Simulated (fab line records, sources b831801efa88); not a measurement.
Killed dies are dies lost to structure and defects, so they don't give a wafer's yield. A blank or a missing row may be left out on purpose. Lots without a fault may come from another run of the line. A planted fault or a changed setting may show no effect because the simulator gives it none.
A struck lot beside a sound one | flow gf180mcu | 15 steps out of a route of 602
Sound: wafers L664.4, L664.5, L664.6. Struck: wafers L656.2, L656.3, L656.5. The cause comes at the end.
At each step with rows: each side's tool, then ch and its chambers, then its first start. Under that, the readings that differ: sound wafers | struck wafers | difference of the means | sigmas: that difference in standard deviations of wafers without a fault.
alike: readings whose means differ by less than 2 such deviations, and words and numbers that are the same on both sides. not compared: withheld readings, readings that some wafer has no value for, bounds like >300 that may hide the same value, and numbers for which the record gives no deviation and whose values overlap.
The two part at a step that has a row with sigmas, a row that says differs or no value, or rows on one side only. Numbers that don't overlap but have no deviation are shown without sigmas and don't part them. A reading that every wafer of one side lacks parts them only if that side has two wafers or more.

first, 6 steps without rows for these wafers: GF_TOP_METAL_HMDS_08 (prime time 60 s); GF_TOP_METAL_COAT_09 (resist thk 1500 nm); GF_TOP_METAL_SOFTBAKE_10 (time 60 s); GF_TOP_METAL_EXPOSE_11 (exposes mask MetalTop, target cd 440 nm); GF_TOP_METAL_PEB_12; GF_TOP_METAL_DEVELOP_13 (develop time 60 s).
GF_TOP_METAL_CD_MEAS_14: target cd 440 nm.
  sound on cd_sem-02, day 32 15:31; struck on cd_sem-01, day 30 19:23
  alike: cd_nm
GF_TOP_METAL_OVL_MEAS_15:
  sound on overlay-01, day 32 15:35; struck on overlay-01, day 30 19:29
  alike: TOP_METAL_OVL
GF_TOP_METAL_METAL_ETCH_16: etches the open film in Cl2/BCl3, stops on SiO2, target depth 1197 nm, time 199.5 s.
  sound on rie_metal-04 ch 1, day 32 15:48; struck on rie_metal-03 ch 0,1, day 30 19:31
  alike: drypump_motor_current_A, oes_product_au, rf_fwd_power_W, throttle_valve_pct
  not compared: rf_hours_counter_h
GF_TOP_METAL_STRIP_17: strips in O2/N2.
  sound on plasma_asher-04 ch 0,1, day 32 16:02; struck on plasma_asher-03 ch 1, day 30 19:43
  alike: drypump_motor_current_A, heater_power_w, oes_product_au, strip_time_to_endpoint_s
  not compared: rf_hours_counter_h
then, 2 steps without rows for these wafers: GF_TOP_METAL_STRIP_18 (strips in post etch residue remover, time 1200 s); GF_TOP_METAL_CLEAN_19 (cleans in DIW).
GF_PASSIVATION_CVD_00: deposits SiO2 from TEOS, target thk 1000 nm, time 111.95 s.
  sound on pecvd-02 ch 0,1,2, day 32 16:34; struck on pecvd-02 ch 0,1, day 30 20:14
  no value came back on the struck wafers for heater_power_outer_w (W), heater_power_w (W), rf_fwd_power_W (W); on the sound wafers heater_power_outer_w (W) reads 459 322 449
GF_PASSIVATION_CVD_02: deposits Si3N4, target thk 700 nm, time 486.18 s.
  sound on pecvd-03 ch 0,1,2, day 32 16:49; struck on pecvd-04 ch 0,1, day 30 20:23
  alike: heater_power_outer_w, heater_power_w, rf_fwd_power_W
GF_PASSIVATION_PROBE_99:
  the record has rows for the sound wafers here (prober-02, day 33 10:38) and none for the struck ones

WHERE THEY PART
First at GF_PASSIVATION_CVD_00; last, within this record, at GF_PASSIVATION_PROBE_99.

WHY: what the simulator had put in
Skipped step whole: pecvd-02, from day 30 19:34 on, at GF_PASSIVATION_CVD_00. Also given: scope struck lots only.
